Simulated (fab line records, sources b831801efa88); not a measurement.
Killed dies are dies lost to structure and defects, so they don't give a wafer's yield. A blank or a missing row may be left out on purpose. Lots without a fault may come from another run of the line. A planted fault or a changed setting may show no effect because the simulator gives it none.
Which tool did it? | flow gf180mcu | 13 lots, 39 wafers sampled, at 4 steps of a route of 602

WHAT THE GAUGES READ, wafer by wafer
GF_V5_CD_MEAS_14: target cd 260 nm. Usual: cd_nm 260.0 nm, standard deviation 1.3.
lot  | measured     | on        | cd_nm (nm)        | flag
L590 | day 27 19:01 | cd_sem-01 | 259.0 259.5 259.8 |
L592 | day 28 17:23 | cd_sem-01 | 261.2 260.0 261.8 |
L593 | day 28 20:57 | cd_sem-02 | 259.4 259.4 259.2 |
L594 | day 29 12:14 | cd_sem-02 | 259.7 260.4 260.0 |
L595 | day 29 08:17 | cd_sem-02 | 260.2 260.2 259.9 |
L597 | day 29 23:07 | cd_sem-01 | 258.9 259.0 259.0 |
L603 | day 31 14:15 | cd_sem-02 | 262.4 262.4 261.4 |
L604 | day 31 22:35 | cd_sem-02 | 260.2 260.8 259.4 |
L608 | day 32 19:17 | cd_sem-02 | 260.8 260.8 260.2 |
L610 | day 33 06:38 | cd_sem-01 | 258.6 258.7 259.6 |
L611 | day 33 17:29 | cd_sem-01 | 260.3 261.0 259.8 |
L612 | day 33 20:32 | cd_sem-02 | 261.8 263.0 260.4 |
L613 | day 33 22:51 | cd_sem-01 | 258.0 259.2 259.7 |

WHICH TOOL RAN EACH LOT (tool, then ch and the chambers of the sampled wafers, then the start)
lot  | GF_MVSD_DEVELOP_06                | GF_MIM_SPUTTER_01            | GF_M5_METAL_ETCH_10
L590 | litho_track-02 ch 0, day 4 11:00  | pvd_sputter-02, day 25 02:25 | rie_metal-03 ch 0,1, day 26 21:13
L592 | litho_track-02 ch 0, day 5 00:00  | pvd_sputter-02, day 26 02:33 | rie_metal-01 ch 0, day 27 20:38
L593 | litho_track-03 ch 0, day 5 07:00  | pvd_sputter-03, day 26 05:50 | rie_metal-01 ch 0, day 28 00:04
L594 | litho_track-02 ch 0, day 5 16:00  | pvd_sputter-04, day 26 22:00 | rie_metal-04 ch 0, day 28 15:20
L595 | litho_track-02 ch 0, day 5 17:00  | pvd_sputter-04, day 26 18:06 | rie_metal-01 ch 0,1, day 28 11:55
L597 | litho_track-02 ch 0, day 6 04:00  | pvd_sputter-04, day 27 10:26 | rie_metal-04 ch 0,1, day 29 02:37
L603 | litho_track-03 ch 0, day 7 16:00  | pvd_sputter-04, day 29 05:13 | rie_metal-04 ch 1, day 30 18:55
L604 | litho_track-01 ch 0, day 7 21:00  | pvd_sputter-03, day 29 13:03 | rie_metal-01 ch 0,1, day 31 03:13
L608 | litho_track-03 ch 0, day 8 20:00  | pvd_sputter-04, day 30 13:02 | rie_metal-01 ch 0,1, day 32 01:13
L610 | litho_track-01 ch 0, day 9 07:00  | pvd_sputter-04, day 31 00:12 | rie_metal-01 ch 0,1, day 32 11:52
L611 | litho_track-01 ch 0, day 9 14:00  | pvd_sputter-02, day 31 12:17 | rie_metal-04 ch 0,1, day 32 23:28
L612 | litho_track-01 ch 0, day 9 21:00  | pvd_sputter-02, day 31 16:11 | rie_metal-03 ch 0,1, day 33 03:37
L613 | litho_track-03 ch 0, day 10 02:00 | pvd_sputter-02, day 31 19:05 | rie_metal-01 ch 0,1, day 33 06:28
- GF_MVSD_DEVELOP_06: develop time 60 s.
- GF_MIM_SPUTTER_01: material TiN, target thk 30 nm, time 25 s.
- GF_M5_METAL_ETCH_10: etches the open film in Cl2/BCl3, stops on SiO2, target depth 750.8 nm, time 125.1 s.

WHAT THE TOOLS THEMSELVES READ (means of the sampled wafers that have a number; where no wafer has one, the mark that the record gives instead)
GF_MIM_SPUTTER_01. Usual: throttle_valve_pct 30.5 %, standard deviation 1.1.
lot  | tool           | throttle_valve_pct (%) | flag
L590 | pvd_sputter-02 | 30.2                   |
L592 | pvd_sputter-02 | 30.4                   |
L593 | pvd_sputter-03 | 31.0                   |
L594 | pvd_sputter-04 | 30.6                   |
L595 | pvd_sputter-04 | 29.4                   |
L597 | pvd_sputter-04 | 29.7                   |
L603 | pvd_sputter-04 | 29.5                   |
L604 | pvd_sputter-03 | 30.6                   |
L608 | pvd_sputter-04 | 31.0                   |
L610 | pvd_sputter-04 | 30.7                   |
L611 | pvd_sputter-02 | 30.2                   |
L612 | pvd_sputter-02 | 29.9                   |
L613 | pvd_sputter-02 | 30.3                   |

GF_M5_METAL_ETCH_10. Usual: drypump_motor_current_A 5.7 A, standard deviation 0.46; he_backside_leak_sccm 3.4 sccm, standard deviation 0.38; oes_product_au 0.990 a.u., standard deviation 0.0057; throttle_valve_pct 28.229 %, standard deviation 0.0097.
lot  | tool         | drypump_motor_current_A (A) | he_backside_leak_sccm (sccm) | oes_product_au (a.u.) | throttle_valve_pct (%) | flag
L590 | rie_metal-03 | 6.1                         | 3.3                          | 0.988                 | 28.223                 |
L592 | rie_metal-01 | 6.1                         | 3.3                          | 0.993                 | 28.226                 |
L593 | rie_metal-01 | 6.1                         | 3.4                          | 0.988                 | 28.231                 |
L594 | rie_metal-04 | 5.7                         | 3.6                          | 0.986                 | 28.230                 |
L595 | rie_metal-01 | 5.6                         | 3.3                          | 0.992                 | 28.234                 |
L597 | rie_metal-04 | 5.6                         | 3.6                          | 0.992                 | 28.226                 |
L603 | rie_metal-04 | 5.5                         | 3.4                          | 0.995                 | 28.230                 |
L604 | rie_metal-01 | 5.8                         | 3.2                          | 0.990                 | 28.233                 |
L608 | rie_metal-01 | 5.8                         | 3.2                          | 0.992                 | 28.231                 |
L610 | rie_metal-01 | 5.6                         | 3.1                          | 0.989                 | 28.224                 |
L611 | rie_metal-04 | 5.6                         | 3.5                          | 0.999                 | 28.222                 |
L612 | rie_metal-03 | 5.6                         | 3.4                          | 0.993                 | 28.229                 |
L613 | rie_metal-01 | 5.6                         | 4.1                          | 0.984                 | 28.226                 |

THE ANSWER, worked out from the rows above alone
Rule: a lot is off if the mean of its wafers that have a number lies more than 3 standard deviations from the usual mean. A lot without any number at a reading at which 4 lots or more have one is off too. The other lots that the step has rows for count as sound. The gauges are gone through in route order, then the tools' own readings, and for those a lot's mean is taken as printed above. The first step at which some lot is off is used, and at that step the reading that is off furthest; a lot without a number counts as furthest.
No lot is off at any reading shown: from this, nothing can be told.

WHAT THE SIMULATOR HAD PUT IN
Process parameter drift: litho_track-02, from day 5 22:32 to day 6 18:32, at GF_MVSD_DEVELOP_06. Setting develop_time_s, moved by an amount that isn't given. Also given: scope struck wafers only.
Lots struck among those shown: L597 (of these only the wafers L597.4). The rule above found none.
